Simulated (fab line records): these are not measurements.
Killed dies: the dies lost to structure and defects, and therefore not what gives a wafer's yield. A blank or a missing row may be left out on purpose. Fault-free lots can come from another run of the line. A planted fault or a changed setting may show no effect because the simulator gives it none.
Split-lot experiment + flow sfqLine + route with 325 steps; 5 lots, 23 wafers read

## ON THE SPLIT
At SFQ_TRILAYER_M1_DEP_SPUTTER_037 (material Nb, target thk 200 nm, time 133.3 s), the setting timeS was moved away from the recipe's 133.3 s on 10 of the 23 wafers read, by -8.0% to +13.6%. All remaining wafers had this setting at the recipe value.

## FROM THE SPLIT TO THE READING: what the file shows between them, 3 steps
- SFQ_M1_RS_MEAS_909: measures by four-point-probe
- SFQ_TRILAYER_M1_LITHO_COAT_039: resist thk 600 nm (also split here: spinRpm)
- SFQ_TRILAYER_M1_BARC_OPEN_METAL_ETCH_054: etches BARC in O2, target depth 125 nm, time 41.7 s (also split here: icpW)

## THE READING
oesProductAu, in a.u., at SFQ_TRILAYER_M1_ETCH_METAL_ETCH_042 (etches Nb in Cl2/Ar, stops on SiO2, target depth 240 nm, time 120 s). A value of 0.896 a.u. with a standard deviation of 0.0051 a.u. is what fault-free wafers of this fab line usually give.

| wafer  | tool, chamber at the split | timeS as run, s | against the recipe | oesProductAu, a.u. | against lot-mates on the recipe |
|--------|----------------------------|-----------------|--------------------|--------------------|---------------------------------|
| L076.1 | pvdSputter-04, -           | 133.3           | recipe             | 0.893              | -                               |
| L076.2 | pvdSputter-04, -           | 133.3           | recipe             | 0.892              | -                               |
| L076.4 | pvdSputter-04, -           | 133.3           | recipe             | 0.892              | -                               |
| L076.5 | pvdSputter-04, -           | 148.5           | +11.4%             | 0.949              | +0.057                          |
| L076.6 | pvdSputter-04, -           | 148.5           | +11.4%             | 0.953              | +0.061                          |
| L078.1 | pvdSputter-04, -           | 133.3           | recipe             | 0.897              | -                               |
| L078.2 | pvdSputter-04, -           | 133.3           | recipe             | 0.890              | -                               |
| L078.3 | pvdSputter-04, -           | 122.7           | -8.0%              | 0.852              | -0.041                          |
| L078.4 | pvdSputter-04, -           | 122.7           | -8.0%              | 0.852              | -0.041                          |
| L078.5 | pvdSputter-04, -           | 122.7           | -8.0%              | 0.846              | -0.047                          |
| L079.1 | pvdSputter-06, -           | 123.7           | -7.2%              | 0.857              | -0.044                          |
| L079.2 | pvdSputter-06, -           | 123.7           | -7.2%              | 0.852              | -0.049                          |
| L079.3 | pvdSputter-06, -           | 123.7           | -7.2%              | 0.863              | -0.038                          |
| L079.4 | pvdSputter-06, -           | 133.3           | recipe             | 0.909              | -                               |
| L079.5 | pvdSputter-06, -           | 133.3           | recipe             | 0.894              | -                               |
| L080.2 | pvdSputter-04, -           | 133.3           | recipe             | 0.893              | -                               |
| L080.3 | pvdSputter-04, -           | 133.3           | recipe             | 0.897              | -                               |
| L080.6 | pvdSputter-04, -           | 133.3           | recipe             | 0.901              | -                               |
| L081.1 | pvdSputter-05, -           | 133.3           | recipe             | 0.895              | -                               |
| L081.2 | pvdSputter-05, -           | 151.4           | +13.6%             | 0.975              | +0.078                          |
| L081.3 | pvdSputter-05, -           | 133.3           | recipe             | 0.895              | -                               |
| L081.4 | pvdSputter-05, -           | 133.3           | recipe             | 0.900              | -                               |
| L081.6 | pvdSputter-05, -           | 151.4           | +13.6%             | 0.970              | +0.073                          |

THE FIT
A straight line over all 23 wafers: oesProductAu changes by +0.00541 a.u. for each +1% of timeS; r = +0.99; the points scatter about the line by 0.005 a.u.
The same after taking each lot's own level away (the mean of its wafers on the recipe; 23 wafers): +0.00554 a.u. for each +1%; r = +0.99; scatter 0.0042 a.u.
Per that fit: largest timeS move, reading shift of 0.075 a.u.
The lots' own levels span 0.8923 to 0.9015 a.u., that is 1.8 times the standard deviation above.
Consequently the slope shifts little with the lot-to-lot level, the two slopes agreeing.
Check: for one of the wafers moved furthest among these (+13.6%), held out of the fit, the line's prediction against its lot-mates is +0.0732 a.u. Against them it came out at +0.0783 a.u.

## FURTHER SPLITS ON THESE WAFERS
Before the reading, these wafers also passed through other splits. Each is held against what the fit with the lots' levels taken away leaves over:
| other split on the same wafers                | wafers away from the commonest value | r with oesProductAu (lot level and that fit taken away) |
|-----------------------------------------------|--------------------------------------|---------------------------------------------------------|
| SFQ_TRILAYER_INCOMING_OXIDATION_002 oxTimeS   | 15                                   | -0.12                                                   |
| SFQ_TRILAYER_L0_LITHO_COAT_010 spinRpm        | 8                                    | +0.04                                                   |
| SFQ_TRILAYER_L0_ETCH_METAL_ETCH_008 timeS     | 12                                   | +0.17                                                   |
| SFQ_TRILAYER_L0_VIA_LITHO_EXPOSE_014 doseMj   | 11                                   | +0.21                                                   |
| SFQ_TRILAYER_M0_DEP_SPUTTER_019 powerW        | 12                                   | +0.26                                                   |
| SFQ_TRILAYER_M0_ETCH_METAL_ETCH_024 biasW     | 11                                   | -0.30                                                   |
| SFQ_TRILAYER_I0_VIA_LITHO_EXPOSE_032 doseMj   | 6                                    | -0.13                                                   |
| SFQ_TRILAYER_M1_LITHO_COAT_039 spinRpm        | 10                                   | +0.29                                                   |
| SFQ_TRILAYER_M1_BARC_OPEN_METAL_ETCH_054 icpW | 7                                    | -0.14                                                   |

## THE WHOLE CHAIN: every reading that the file lists as answering this split, in the file's order
| step                                | what it does                                                        | reading                                                                                  | change (the file's fit)                   | r (the file's) |
|-------------------------------------|---------------------------------------------------------------------|------------------------------------------------------------------------------------------|-------------------------------------------|----------------|
| SFQ_TRILAYER_M1_DEP_SPUTTER_037     | material Nb, target thk 200 nm, time 133.3 s                        | Nb_of_TRILAYER_M1_DEP_SPUTTER_037.thkNm (the simulator's own value, which no gauge read) | +2.03 nm for each +1% of the setting      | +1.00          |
| SFQ_M1_RS_MEAS_909                  | measures by four-point-probe                                        | M1_NB_RS                                                                                 | -0.00858 for each +1% of the setting      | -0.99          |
| SFQ_TRILAYER_M1_ETCH_METAL_ETCH_042 | etches Nb in Cl2/Ar, stops on SiO2, target depth 240 nm, time 120 s | oesProductAu                                                                             | +0.00551 a.u. for each +1% of the setting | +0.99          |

## THE FILE'S OWN FIT
oesProductAu changes by +0.00551 a.u. for each +1% of timeS, r = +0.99.
